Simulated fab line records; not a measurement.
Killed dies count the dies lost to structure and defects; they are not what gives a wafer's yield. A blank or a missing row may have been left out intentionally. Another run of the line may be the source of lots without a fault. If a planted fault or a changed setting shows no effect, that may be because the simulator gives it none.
Struck lot and sound lot, side by side -- flow sky130 -- 30 steps out of a route of 708
Sound: wafers L331.3, L331.4, L331.6. Wafers struck: L338.2, L338.3, L338.4. The cause is named last.
At each step with rows: each side's tool, then ch and its chambers, then its first start. Under that, the readings that differ: sound wafers -- struck wafers -- difference of the means -- sigmas: that difference in standard deviations of wafers without a fault.
alike: same words and numbers on both sides, and readings whose means sit less than 2 such deviations apart. not compared: any withheld reading, any reading some wafer has no value for, any bound like >300 that may hide the same value, and any number with overlapping values for which the record gives no deviation.
Wherever a step has rows on one side only, a row that says differs or no value, or a row with sigmas, the two part there. Non-overlapping numbers with no deviation appear without sigmas and do not part them. A reading that every wafer of one side lacks parts them only if that side has two wafers or more.

SKY_PWDE_STRIP_09: strips in O2/N2.
  sound on plasma-asher-03 ch 0,1, day 7 01:10; struck on plasma-asher-01 ch 0,1, day 8 19:46
reading,sound,struck,difference,sigmas
strip-time-to-endpoint-s (s),36.78 36.84 36.70,36.94 37.00 37.05,+0.22,+2
  alike: drypump-motor-current-A, oes-product-au
  not compared: rf-hours-counter-h
SKY_PWDE_TW_MEAS_10:
  sound: film-metro-04 at day 7 01:16; struck: film-metro-02 at day 8 19:53
  alike: PWDE_TW
then, 7 steps without rows for these wafers: SKY_NWELL_DEHYDRATE_03 (time 60 s); SKY_NWELL_HMDS_04 (prime time 60 s); SKY_NWELL_COAT_05 (resist thk 3000 nm); SKY_NWELL_SOFTBAKE_06; SKY_NWELL_EXPOSE_07 (exposes mask NWM, target cd 840 nm); SKY_NWELL_PEB_08; SKY_NWELL_DEVELOP_09 (develop time 60 s).
SKY_NWELL_OVL_MEAS_10:
  sound: overlay-01 at day 7 20:41; struck: overlay-02 at day 9 16:59
  alike: NWELL_00_OVL
then, 2 steps without rows for these wafers: SKY_NWELL_IMPLANT_11; SKY_NWELL_IMPLANT_12.
SKY_NWELL_IMPLANT_13:
  sound on implanter-04 ch 0, day 7 21:04; struck on implanter-04 ch 0, day 9 17:27
reading,sound,struck,difference,sigmas
dose-ions-cm2,6.988e+11 6.999e+11 6.997e+11,2.22e+11 2.211e+11 2.206e+11,-4.78e+11,-99 or more
faraday-current-uA,3.85 4.07 4.04,1.27 1.28 1.24,-2.72,-34
  alike: end-station-pressure-torr
SKY_NWELL_STRIP_14: strips in O2/N2.
  sound on plasma-asher-02 ch 0,1, day 7 21:11; struck on plasma-asher-02 ch 0,1, day 9 17:34
  alike: drypump-motor-current-A, oes-product-au, strip-time-to-endpoint-s
  not compared: rf-hours-counter-h
SKY_NWELL_TW_MEAS_15:
  sound: film-metro-01 at day 7 21:17; struck: film-metro-02 at day 9 17:41
  alike: NWELL_TW
then, 7 steps without rows for these wafers: SKY_NWELL_DEHYDRATE_16 (time 60 s); SKY_NWELL_HMDS_17 (prime time 60 s); SKY_NWELL_COAT_18 (resist thk 3000 nm); SKY_NWELL_SOFTBAKE_19; SKY_NWELL_EXPOSE_20 (exposes mask NWM COMPLEMENT, target cd 840 nm); SKY_NWELL_PEB_21; SKY_NWELL_DEVELOP_22 (develop time 60 s).
SKY_NWELL_OVL_MEAS_23:
  sound: overlay-01 at day 8 17:50; struck: overlay-01 at day 10 16:32
  alike: NWELL_01_OVL
then, 1 step without rows for these wafers: SKY_NWELL_IMPLANT_24.
SKY_NWELL_STRIP_25: strips in O2/N2.
  sound on plasma-asher-01 ch 0,1, day 8 18:03; struck on plasma-asher-02 ch 0,1, day 10 16:43
  alike: drypump-motor-current-A, oes-product-au, strip-time-to-endpoint-s
  not compared: rf-hours-counter-h
SKY_NWELL_TW_MEAS_26:
  sound: film-metro-01 at day 8 18:08; struck: film-metro-04 at day 10 16:49
reading,sound,struck,difference,sigmas
NWELL_2_TW,492 491 490,500 501 499,+9,+2
then, 1 step without rows for these wafers: SKY_NWELL_CLEAN_27 (cleans in SC1/SC2, time 150 s).
SKY_NWELL_RTA_28: time 30 s.
  sound on rtp-anneal-01 ch 0, day 8 18:16; struck on rtp-anneal-02 ch 0, day 10 16:56
  alike: lamp-power-pct, wafer_temp_C_max
SKY_NWELL_RS_MEAS_29: uses a four-point probe to measure.
  sound: film-metro-04 at day 8 18:22; struck: film-metro-01 at day 10 17:24
reading,sound,struck,difference,sigmas
NWELL_RS (ohm/sq),624.9 625.5 626.0,642.8 642.4 644.4,+17.7,+12
  not compared: hold
-- the record jumps here: 40 days lie between the struck wafers' starts before and after (it left off in module NWELL and takes up again in module PAD_OPEN, whose first step shown is number 708 of the route) --
SKY_PAD_OPEN_PROBE_99:
  sound: prober-02 at day 48 22:04; struck: prober-01 at day 50 12:08
reading,sound,struck,difference,sigmas
killed-at-front-end,10 16 9,20 26 35,+15,+3
model.etest.nfet_16v.r-on-ohm-um,1.371e+04 1.38e+04 1.376e+04,1.436e+04 1.456e+04 1.454e+04,+7.300e+02,
model.etest.pfet_16v.r-on-ohm-um,1.519e+04 1.522e+04 1.526e+04,1.466e+04 1.488e+04 1.458e+04,-5.167e+02,
model.etest.pfet-g5v0d10v5.r-on-ohm-um,4778 4796 4767,4409 4434 4464,-345,
model.etest.tip-p.rs-ohm-sq,6831 6861 6828,6706 6734 6706,-125,
model.etest.tip_p_5v.rs-ohm-sq,2884 2905 2892,2784 2766 2775,-119,
model.etest.pfet-g5v0d10v5.drive-ua-um,339.2 335.6 334.9,365.4 369.7 365.1,+30.2,
model.etest.pfet_01v8_lvt.drive-ua-um,171.9 173 175,195 194.3 191.3,+20,
model.etest.pfet_16v.drive-ua-um,240.7 235.7 237.6,254 253.9 256.4,+17,
  alike: killed_at_M0_to_M3, killed_at_M4_up, killed-at-contacts, killed-at-other, killed-dies, killed-open, killed-short

## WHERE THEY PART
First at SKY_PWDE_STRIP_09; last, within this record, at SKY_PAD_OPEN_PROBE_99.

WHY: what had been put in by the simulator
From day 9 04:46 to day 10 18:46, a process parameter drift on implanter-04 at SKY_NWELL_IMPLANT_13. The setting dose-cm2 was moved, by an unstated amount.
